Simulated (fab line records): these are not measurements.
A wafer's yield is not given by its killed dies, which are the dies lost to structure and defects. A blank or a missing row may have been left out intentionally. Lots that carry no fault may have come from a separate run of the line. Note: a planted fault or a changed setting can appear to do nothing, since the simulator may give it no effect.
Struck lot and sound lot, side by side -- flow sky130 -- 16 out of 708 route steps
Sound: these wafers, L723.1, L723.4, L723.5. Wafers L730.1, L730.2, L730.5 were the ones struck. The cause is named last.
Per side, at each step with rows, come the tool, then ch with its chambers, and then its first start. Under that, the readings that differ: sound wafers -- struck wafers -- difference of the means -- sigmas: that difference in standard deviations of wafers without a fault.
alike: words and numbers the same on both sides, and readings whose means are apart by under 2 such deviations; not compared: readings that were withheld, readings missing a value for some wafer, numbers with overlapping values and no deviation given by the record, and bounds like >300 which may hide the same value.
Wherever a step has rows on one side only, a row that says differs or no value, or a row with sigmas, the two part there. When numbers do not overlap yet have no deviation, they are printed without sigmas and do not part them. Lack of a reading on every wafer of one side parts them only where that side has two or more wafers.

first, 2 steps without rows for these wafers: SKY_METAL3_PEB_11; SKY_METAL3_DEVELOP_12 (develop time 60 s).
SKY_METAL3_CD_MEAS_13: the cd target is 300 nm.
  sound: cd sem-02 at day 40 09:31; struck: cd sem-01 at day 42 17:41
  alike: cd nm
SKY_METAL3_OVL_MEAS_14:
  sound: overlay-02 at day 40 09:38; struck: overlay-01 at day 42 17:49
  alike: METAL3_OVL
SKY_METAL3_DESCUM_15: chemistry O2, time 8 s.
  sound on rie metal-04 ch 0,1, day 40 09:41; struck on rie metal-03 ch 0,1, day 42 17:51
  alike: drypump motor current A, oes product au
  not compared: rf hours counter h
then, 1 step without rows for these wafers: SKY_METAL3_ETCH_16 (etches BARC in N2/H2, stops on SiO2, time 88.2 s, target depth 60 nm).
SKY_METAL3_ETCH_17: etches SiO2 in C4F8/O2/Ar, stops on TiN, time 3.9 s, target depth 15 nm.
  sound on rie diel-01 ch 1,3, day 40 09:49; struck on rie diel-04 ch 1,3, day 42 17:59
  alike: oes product au
SKY_METAL3_METAL_ETCH_18: etches the open film in Cl2/BCl3, stops on SiO2, target depth 845 nm, time 183.1 s.
  sound on rie metal-03 ch 0,1, day 40 09:50; struck on rie metal-04 ch 0,1, day 42 18:00
  alike: drypump motor current A, oes product au, throttle valve pct
  not compared: rf hours counter h
SKY_METAL3_STRIP_19: strips in O2/N2.
  sound on plasma asher-03 ch 0, day 40 10:01; struck on plasma asher-03 ch 0,1, day 42 18:10
  alike: drypump motor current A, n2 flow sccm, oes product au, strip time to endpoint s
  not compared: rf hours counter h
then, 3 steps without rows for these wafers: SKY_METAL3_STRIP_20 (strips in post etch residue remover, time 1200 s); SKY_METAL3_CLEAN_21 (cleans in IPA, time 180 s); SKY_METAL3_CLEAN_22 (cleans in O3/DIW).
SKY_VIA3_HDPCVD_00: deposits SiO2, target thk 1635 nm, time 272.5 s.
  sound on hdpcvd-02 ch 0,1,2, day 40 10:47; struck on hdpcvd-01 ch 0,2, day 42 18:50
reading,sound,struck,difference,sigmas
sih4 flow sccm (sccm),59.97 60.16 59.90,48.17 47.91 48.20,-11.92,-63
model.SiO2_of_VIA3_HDPCVD_00.thk nm (nm),1631 1619 1663,1281 1326 1280,-342,
SKY_VIA3_THK_MEAS_01:
  sound: film metro-03 at day 40 10:58; struck: film metro-03 at day 42 19:14
reading,sound,struck,difference,sigmas
VIA3_HDPCVD_THK (nm),1631 1617 1664,1281 1326 1279,-342,-20
  not compared: hold
SKY_VIA3_CMP_02: polishes SiO2.
  sound on cmp-01 ch 0,1, day 40 11:01; struck on cmp-02 ch 0,2, day 42 21:49
reading,sound,struck,difference,sigmas
hold,- - -,await dispo/2.5h/release await dispo/2.5h/release await dispo/2.5h/release,no value on the sound wafers,
  alike: edge zone pressure frac, motor current A
SKY_PAD_OPEN_PROBE_99:
  the record has rows for the sound wafers here (prober-02, day 47 09:05) and none for the struck ones

## WHERE THEY PART
Earliest at SKY_VIA3_HDPCVD_00; latest, in this record, at SKY_PAD_OPEN_PROBE_99.

WHY: what the simulator had put in
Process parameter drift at SKY_VIA3_HDPCVD_00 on hdpcvd-01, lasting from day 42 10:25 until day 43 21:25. A move of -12 in setting sih4 flow sccm, from 60. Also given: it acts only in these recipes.
